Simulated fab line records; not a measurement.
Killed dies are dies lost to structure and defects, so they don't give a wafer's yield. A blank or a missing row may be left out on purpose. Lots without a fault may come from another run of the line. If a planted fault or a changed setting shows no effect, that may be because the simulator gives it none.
One fault through the eyes of 2 desks    flow gf180mcu    every desk sees just its own numbers, and what lay behind them comes last

AT THE TOOL OWNER'S DESK: litho track-03
At GF_VT_IMPLANT_SOFTBAKE_36 (time 60 s), the tool's own readings, given per lot that ran on this tool as the mean of the sampled wafers with a number. Marked OUT: a lot whose mean sits more than 4 standard deviations from the usual mean, which makes it out of limits; the brackets give that distance.
Columns: A = heater power total W at GF_VT_IMPLANT_SOFTBAKE_36, usual 56.59 W; B = plate temp C at GF_VT_IMPLANT_SOFTBAKE_36, usual 89.98 C; C = run length s at GF_VT_IMPLANT_SOFTBAKE_36, usual 89.09 s
lot   first seen here  A                B      C
L771  day 9 00:01      56.60            89.88  89.23
L773  day 9 15:23      56.59            90.01  89.19
L779  day 11 03:22     59.20 (+64) OUT  -      81.89 (-34) OUT
L782  day 11 22:01     59.17 (+63) OUT  -      82.01 (-34) OUT
L783  day 12 06:43     59.14 (+62) OUT  -      81.96 (-34) OUT
This desk finds L779, L782, L783 out of limits, L779 being first, at day 11 03:22 (heater power total W at GF_VT_IMPLANT_SOFTBAKE_36). L771, L773 stayed within limits.

THE METROLOGY DESK
Means of the sampled wafers that have a number, per lot and without regard to the tool the lot ran on: this is what the gauges read. Marked OUT: a lot whose mean sits more than 4 standard deviations from the usual mean, which makes it out of limits; the brackets give that distance.
Columns: A = MVSD_OVL at GF_MVSD_OVL_MEAS_07, usual -0.5 nm; B = POLY_GATE_OXIDATION_THK at GF_POLY_GATE_THK_MEAS_17, usual 3.99 nm
lot   first seen here  A     B
L765  day 4 12:23      -0.1  3.93
L766  day 4 17:20      -2.2  4.08
L767  day 5 04:30      -0.5  4.00
L769  day 5 18:21      -0.4  4.04
L770  day 5 19:21      -0.3  4.09
L771  day 6 00:09      -1.3  3.97
L772  day 6 12:15      0.1   4.07
L773  day 6 13:17      0.5   4.00
L779  day 7 19:39      -1.3  4.05
L782  day 8 13:22      2.0   4.03
L783  day 8 20:33      0.3   3.95
L786  day 9 11:53      -2.6  4.04
L787  day 9 18:59      -0.3  3.99
L788  day 10 00:38     0.3   3.94
This desk's finding: nothing out of limits on any of the 14 lots.

TAKEN TOGETHER
An alarm could have come from the tool owner's desk at day 11 03:22, on L779, L782, L783.
Metrology desk: nothing out of limits seen.
The metrology desk has L779, L782, L783 on record, within its limits.
On litho track-03, each named lot ran GF_VT_IMPLANT_SOFTBAKE_36.

WHAT THE SIMULATOR HAD PUT IN
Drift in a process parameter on litho track-03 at GF_VT_IMPLANT_SOFTBAKE_36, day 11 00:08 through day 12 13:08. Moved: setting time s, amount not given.
Shown lots that were struck: L779, L782, L783.
Delay in hours, fault start to first out-of-limits reading, by desk: the tool owner's desk at 3.
